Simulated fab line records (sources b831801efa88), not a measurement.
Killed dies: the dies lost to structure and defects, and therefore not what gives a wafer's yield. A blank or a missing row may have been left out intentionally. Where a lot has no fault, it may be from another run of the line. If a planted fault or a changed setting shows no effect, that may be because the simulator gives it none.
fab line records	flow gf180mcu
[record] lots = 12	wafers = 36	last_day = 34
route steps=602 shown VT_IMPLANT@122 NSD@245 SAB@277 M1@321
lots untouched by any fault: they come from a run of this same line in which no faults occurred
start_h: hours from the record's opening day to when the first of the lot's shown wafers began	wait_h: hours from the lot's prior step to this one	" as in the row above	L1.1+2: a row that stands for several wafers	- no value, or no start was given	* or withheld: withheld	< > ~ a bound
route shown NAME@n: a module of which the file shows steps, and the number in the route of the first	usual: the fault-free wafers' mean and standard deviation	same: alike in all rows	chamber/n: place in a boat	sites: per-site readings	_std_site: standard deviation of those values	_edge_site: the outer-site mean with the inner-site mean subtracted	radius_mm: for every site, how far away it sits from the centre of the wafer	mask NAME#n: copy n	behind: tool/chamber where the wafer was last shaped	hold: cause of the lot's hold/its duration in hours/its outcome	device: whichever transistor did not switch (one of n, p or np)	end of line: tests run on the same wafers once the route is complete	a step without rows: its recipe alone	killed: the dies lost at the first sort to structure and to defects; this is not the yield of the wafer	map: shows each die of a wafer: x if killed, . if not, _ if none is there
set.NAME: the setting the step ran with; set.NAME@STEP: the setting that earlier step ran with	model.NAME: the simulator's own value behind a step, which no gauge read
steps of the route over a sample of lots; a table a step, a row a wafer
services: the hour from which a tool's chamber was out of use, counted from the record's first day as start_h (under 0 if before that day), plus the number of hours and why
[[steps]]
[step GF_VT_IMPLANT_TW_MEAS_32]
[usual] VT_IMPLANT_3_TW = 266.8/2.5
lot.wafer	tool	chamber	start_h	wait_h	VT_IMPLANT_3_TW
L323.4	film_metro-02	-	156.34	0.1	261.0
L323.5	"	-	"	"	262.3
L323.6	"	-	"	"	262.3
L324.2	film_metro-04	-	160.30	0.1	267.9
L324.3	"	-	"	"	268.1
L324.6	"	-	"	"	269.0
L325.1	film_metro-02	-	168.29	0.1	265.4
L325.2	"	-	"	"	266.0
L325.6	"	-	"	"	263.9
L327.1	film_metro-02	-	178.19	0.1	262.3
L327.3	"	-	"	"	263.5
L327.4	"	-	"	"	263.4
L328.2	film_metro-01	-	188.61	0.1	266.2
L328.4	"	-	"	"	267.0
L328.5	"	-	"	"	267.7
L330.2	film_metro-02	-	198.90	0.1	264.8
L330.4	"	-	"	"	264.0
L330.5	"	-	"	"	266.0
L332.1	film_metro-01	-	214.44	0.1	268.6
L332.2	"	-	"	"	267.4
L332.3	"	-	"	"	269.0
L336.1	film_metro-02	-	241.71	0.1	263.5
L336.3	"	-	"	"	263.3
L336.6	"	-	"	"	265.7
L337.1	film_metro-02	-	246.06	0.1	264.1
L337.2	"	-	"	"	264.6
L337.3	"	-	"	"	263.9
L338.4	film_metro-02	-	252.24	0.1	263.7
L338.5	"	-	"	"	264.4
L338.6	"	-	"	"	264.7
L339.2	film_metro-04	-	259.75	0.1	268.7
L339.3	"	-	"	"	267.2
L339.4	"	-	"	"	268.0
L344.2	film_metro-04	-	298.87	0.1	269.2
L344.3	"	-	"	"	268.5
L344.6	"	-	"	"	268.8
[step GF_NSD_IMPLANT_10]
[recipe] species = P	energy_kev = 40	dose_cm2 = 5e+14	tilt_deg = 7
lot.wafer	tool	chamber	start_h	wait_h
L323.4+5+6	implanter-01	0	315.53	0.1
L324.2+3+6	implanter-02	0	319.49	0.1
L325.1+2+6	implanter-02	0	328.71	0.1
L327.1+3+4	implanter-01	0	340.92	0.1
L328.2+4+5	implanter-03	0	357.68	0.1
L330.2+4+5	implanter-01	0	366.61	0.1
L332.1+2+3	implanter-01	0	389.27	0.1
L336.1+3+6	implanter-01	0	420.53	0.1
L336.1+3+6	implanter-01	0	420.85	0.3
L337.1+2+3	implanter-01	0	431.05	0.1
L337.1+2+3	implanter-01	0	431.37	0.3
L338.4+5+6	implanter-02	0	437.03	0.1
L338.4+5+6	implanter-02	0	437.35	0.3
L339.2+3+4	implanter-03	0	445.45	0.1
L344.2+3+6	implanter-01	0	494.38	0.1
[step GF_NSD_STRIP_11]
[recipe] chemistry = O2/N2	power_w = 1400	pressure_mtorr = 1500	platen_temp_c = 250	o2_flow_sccm = 3000	n2_flow_sccm = 300	overash_fraction = 0.5
[usual] drypump_motor_current_A = 5.8/0.52	heater_power_w = 302/19	n2_flow_sccm = 299.9/0.95	oes_product_au = 0.487/0.0046	strip_time_to_endpoint_s = 22.97/0.042
lot.wafer	tool	chamber	start_h	wait_h	drypump_motor_current_A	heater_power_w	n2_flow_sccm	oes_product_au	rf_hours_counter_h	strip_time_to_endpoint_s
L323.4	plasma_asher-01	1	315.64	0.1	6.1	289	299.8	0.487	-	23.03
L323.5	"	1	"	"	6.0	281	299.1	0.488	-	22.96
L323.6	"	0	"	"	6.1	329	299.2	0.491	-	22.99
L324.2	plasma_asher-02	1	319.62	0.1	5.0	314	300.3	0.486	72	22.99
L324.3	"	1	"	"	4.9	317	300.9	0.488	-	23.00
L324.6	"	0	"	"	5.3	289	298.8	0.492	-	22.95
L325.1	plasma_asher-03	0	328.86	0.1	6.4	280	299.5	0.488	52	22.93
L325.2	"	1	"	"	6.0	304	299.5	0.491	52	22.94
L325.6	"	1	"	"	6.0	305	297.7	0.486	-	22.95
L327.1	plasma_asher-02	1	341.07	0.1	4.9	315	299.3	0.483	75	22.93
L327.3	"	0	"	"	5.2	288	300.6	0.489	-	22.92
L327.4	"	1	"	"	5.0	319	299.7	0.484	-	22.89
L328.2	plasma_asher-02	1	357.80	0.1	4.9	321	299.5	0.479	77	23.02
L328.4	"	0	"	"	5.2	283	299.7	0.490	-	22.98
L328.5	"	1	"	"	4.9	324	300.1	0.488	-	23.00
L330.2	plasma_asher-03	1	366.73	0.1	6.0	298	300.0	0.492	56	22.90
L330.4	"	0	"	"	6.4	276	299.9	0.492	-	22.91
L330.5	"	0	"	"	6.4	275	299.4	0.486	-	22.89
L332.1	plasma_asher-02	1	389.42	0.1	5.0	323	300.3	0.481	80	22.99
L332.2	"	0	"	"	5.3	291	298.6	0.493	80	22.96
L332.3	"	0	"	"	5.3	303	299.8	0.486	-	22.98
L336.1	plasma_asher-03	0	421.00	0.1	6.4	279	301.7	0.478	61	23.44
L336.3	"	0	"	"	6.4	274	300.5	0.482	-	23.41
L336.6	"	0	"	"	6.5	283	300.6	0.485	-	23.41
L337.1	plasma_asher-03	1	431.52	0.1	6.0	305	299.9	0.480	63	23.50
L337.2	"	0	"	"	6.4	274	299.5	0.473	63	23.47
L337.3	"	0	"	"	6.4	274	298.8	0.482	-	23.43
L338.4	plasma_asher-03	0	437.45	0.1	6.4	269	299.3	0.475	-	23.49
L338.5	"	0	"	"	6.4	275	301.0	0.482	-	23.48
L338.6	"	1	"	"	6.0	302	300.3	0.483	-	23.51
L339.2	plasma_asher-02	0	445.58	0.1	5.2	295	300.8	0.489	2	22.99
L339.3	"	0	"	"	5.3	303	300.3	0.485	-	23.04
L339.4	"	1	"	"	4.9	314	298.4	0.478	-	23.00
L344.2	plasma_asher-01	1	494.50	0.1	6.0	294	299.9	0.480	40	22.96
L344.3	"	1	"	"	6.0	291	298.2	0.490	-	22.96
L344.6	"	1	"	"	6.0	304	298.9	0.490	-	23.00
[step GF_PSD_RS_MEAS_14]
[recipe] thk_meas_gauge = four-point-probe
[usual] NSD_RS = 46.15/0.085
lot.wafer	tool	chamber	start_h	wait_h	NSD_RS[ohm/sq]
L323.4	film_metro-04	-	336.96	0.1	46.16
L323.5	"	-	"	"	46.08
L323.6	"	-	"	"	46.10
L324.2	film_metro-04	-	341.54	0.1	46.20
L324.3	"	-	"	"	46.04
L324.6	"	-	"	"	46.10
L325.1	film_metro-01	-	350.98	0.1	46.18
L325.2	"	-	"	"	46.18
L325.6	"	-	"	"	46.24
L327.1	film_metro-02	-	363.14	0.1	46.09
L327.3	"	-	"	"	46.19
L327.4	"	-	"	"	46.07
L328.2	film_metro-01	-	381.07	0.1	46.28
L328.4	"	-	"	"	46.21
L328.5	"	-	"	"	46.29
L330.2	film_metro-04	-	389.86	0.1	46.19
L330.4	"	-	"	"	46.33
L330.5	"	-	"	"	46.27
L332.1	film_metro-04	-	413.50	0.1	46.24
L332.2	"	-	"	"	46.20
L332.3	"	-	"	"	46.14
L336.1	film_metro-01	-	445.52	0.1	40.80
L336.3	"	-	"	"	40.87
L336.6	"	-	"	"	40.84
L337.1	film_metro-02	-	456.53	0.1	40.79
L337.2	"	-	"	"	40.81
L337.3	"	-	"	"	40.88
L338.4	film_metro-01	-	462.16	0.1	40.89
L338.5	"	-	"	"	40.96
L338.6	"	-	"	"	40.92
L339.2	film_metro-02	-	469.95	0.1	46.20
L339.3	"	-	"	"	46.07
L339.4	"	-	"	"	46.12
L344.2	film_metro-04	-	518.39	0.1	46.26
L344.3	"	-	"	"	46.06
L344.6	"	-	"	"	46.20
[step GF_SAB_STRIP_13]
[recipe] chemistry = O2/N2	power_w = 1400	pressure_mtorr = 1500	platen_temp_c = 250	o2_flow_sccm = 3000	n2_flow_sccm = 300	overash_fraction = 0.5
[usual] drypump_motor_current_A = 5.6/0.55	heater_power_w = 296/16	n2_flow_sccm = 299.9/0.86	oes_product_au = 0.709/0.0048	strip_time_to_endpoint_s = 12.61/0.041
lot.wafer	tool	chamber	start_h	wait_h	drypump_motor_current_A	heater_power_w	n2_flow_sccm	oes_product_au	rf_hours_counter_h	strip_time_to_endpoint_s
L323.4	plasma_asher-03	0	358.74	0.0	6.4	274	300.0	0.704	-	12.67
L323.5	"	1	"	"	6.0	296	300.4	0.704	-	12.65
L323.6	"	0	"	"	6.5	285	299.5	0.714	-	12.68
L324.2	plasma_asher-02	0	363.73	0.0	5.3	291	299.1	0.700	77	12.63
L324.3	"	1	"	"	4.9	309	299.9	0.713	-	12.59
L324.6	"	1	"	"	4.9	322	298.3	0.709	-	12.65
L325.1	plasma_asher-03	1	373.45	0.0	6.0	308	300.5	0.705	57	12.54
L325.2	"	0	"	"	6.4	278	299.3	0.701	57	12.56
L325.6	"	1	"	"	6.0	308	301.4	0.706	-	12.55
L327.1	plasma_asher-02	1	385.56	0.0	4.9	315	300.5	0.713	79	12.62
L327.3	"	0	"	"	5.2	282	300.0	0.709	-	12.61
L327.4	"	1	"	"	4.9	313	299.0	0.723	-	12.59
L328.2	plasma_asher-03	0	404.55	0.0	6.4	275	298.9	0.710	60	12.61
L328.4	"	0	"	"	6.4	277	300.2	0.713	-	12.61
L328.5	"	1	"	"	6.0	310	299.7	0.711	-	12.63
L330.2	plasma_asher-03	1	413.73	0.0	6.0	307	299.8	0.713	60	12.57
L330.4	"	1	"	"	6.0	298	300.4	0.716	-	12.64
L330.5	"	1	"	"	6.0	292	300.4	0.707	-	12.61
L332.1	plasma_asher-03	0	438.23	0.0	6.5	271	299.1	0.711	64	12.68
L332.2	"	1	"	"	6.0	294	302.2	0.722	64	12.68
L332.3	"	1	"	"	6.0	307	302.2	0.701	-	12.66
L336.1	plasma_asher-02	1	470.47	0.0	4.9	313	300.2	0.712	4	12.61
L336.3	"	1	"	"	4.9	319	299.6	0.707	-	12.64
L336.6	"	0	"	"	5.2	299	301.2	0.706	-	12.62
L337.1	plasma_asher-04	0	480.86	0.0	5.7	307	300.8	0.715	81	12.65
L337.2	"	1	"	"	5.0	287	300.4	0.710	81	12.61
L337.3	"	0	"	"	5.7	306	300.6	0.711	-	12.61
L338.4	plasma_asher-02	1	486.06	0.0	4.9	321	299.0	0.708	-	12.61
L338.5	"	0	"	"	5.3	297	299.2	0.713	-	12.64
L338.6	"	1	"	"	4.9	321	298.1	0.708	-	12.67
L339.2	plasma_asher-03	1	494.18	0.0	6.0	305	300.5	0.705	69	12.61
L339.3	"	1	"	"	6.0	298	298.8	0.705	-	12.69
L339.4	"	0	"	"	6.4	276	299.5	0.707	-	12.62
L344.2	plasma_asher-03	1	541.83	0.0	6.0	306	299.0	0.712	75	12.65
L344.3	"	0	"	"	6.4	272	299.0	0.714	-	12.63
L344.6	"	0	"	"	6.5	276	299.4	0.710	-	12.64
[step GF_M1_THK_MEAS_06]
[recipe] thk_meas_gauge = xrf	reads = AlCu_of_M1_SPUTTER_02
[usual] M1_ALCU_THK = 455/5.3
lot.wafer	tool	chamber	start_h	wait_h	M1_ALCU_THK[nm]
L323.4	film_metro-02	-	384.15	0.1	458
L323.5	"	-	"	"	460
L323.6	"	-	"	"	453
L324.2	film_metro-02	-	389.50	0.1	457
L324.3	"	-	"	"	459
L324.6	"	-	"	"	451
L325.1	film_metro-02	-	399.19	0.1	459
L325.2	"	-	"	"	455
L325.6	"	-	"	"	456
L327.1	film_metro-01	-	412.09	0.1	449
L327.3	"	-	"	"	459
L327.4	"	-	"	"	460
L328.2	film_metro-04	-	431.14	0.1	456
L328.4	"	-	"	"	465
L328.5	"	-	"	"	465
L330.2	film_metro-04	-	441.04	0.1	460
L330.4	"	-	"	"	461
L330.5	"	-	"	"	463
L332.1	film_metro-02	-	466.00	0.1	458
L332.2	"	-	"	"	464
L332.3	"	-	"	"	462
L336.1	film_metro-01	-	496.98	0.1	449
L336.3	"	-	"	"	453
L336.6	"	-	"	"	449
L337.1	film_metro-02	-	507.52	0.1	453
L337.2	"	-	"	"	448
L337.3	"	-	"	"	444
L338.4	film_metro-04	-	513.10	0.1	452
L338.5	"	-	"	"	455
L338.6	"	-	"	"	450
L339.2	film_metro-01	-	519.94	0.1	444
L339.3	"	-	"	"	451
L339.4	"	-	"	"	453
L344.2	film_metro-02	-	567.14	0.1	441
L344.3	"	-	"	"	443
L344.6	"	-	"	"	441
[[services]]
tool	chamber	start_h	hours	kind
implanter-01	-	309.00	4.2	pm
plasma_asher-01	-	310.47	1.5	repair
implanter-02	-	332.12	1.3	repair
implanter-03	-	390.03	2.7	repair
plasma_asher-02	-	421.25	9.0	pm
plasma_asher-02	0	421.25	9.0	vent_cycle
plasma_asher-02	1	421.25	9.0	vent_cycle
plasma_asher-01	-	422.48	4.3	repair
plasma_asher-02	0	430.25	-	clean
plasma_asher-02	1	430.25	-	clean
plasma_asher-02	-	459.89	5.3	repair
implanter-03	-	463.77	4.6	repair
implanter-03	-	472.07	4.5	pm
implanter-01	-	482.06	2.1	repair
plasma_asher-02	-	494.34	2.8	pm
plasma_asher-01	-	508.73	3.1	repair
implanter-01	-	516.75	4.2	repair
plasma_asher-01	-	524.98	12.6	repair
implanter-03	-	541.30	3.5	repair
[[key]]
[first_sign] step = GF_NSD_IMPLANT_10	reading = visit	direction = added
[effect] step = GF_NSD_STRIP_11	reading = strip_time_to_endpoint_s	direction = up	sigmas = 12	usual = *	struck = *
[effect] step = GF_PSD_RS_MEAS_14	reading = NSD_RS	direction = down	sigmas = 63	usual = 46.15	struck = 40.86
met_at GF_NSD_IMPLANT_10
struck_lots L336,L337,L338
tester_left_out L336,L337,L338
not_acting_at GF_VT_IMPLANT_TW_MEAS_32,GF_SAB_STRIP_13,GF_M1_THK_MEAS_06
[fault] kind = repeated_step_whole	tool = implanter-01,implanter-02,implanter-03	chamber = -	onset_h = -	steps = GF_NSD_IMPLANT_10	times = 1	scope = struck_lots_only
// tester_left_out: of these lots the tester's yield and bins aren't shown, on N5 and GAA mostly nor the transistor test; their killed dies are dies lost to structure and defects alone, not to doping, threshold or leakage, so they don't give the yield
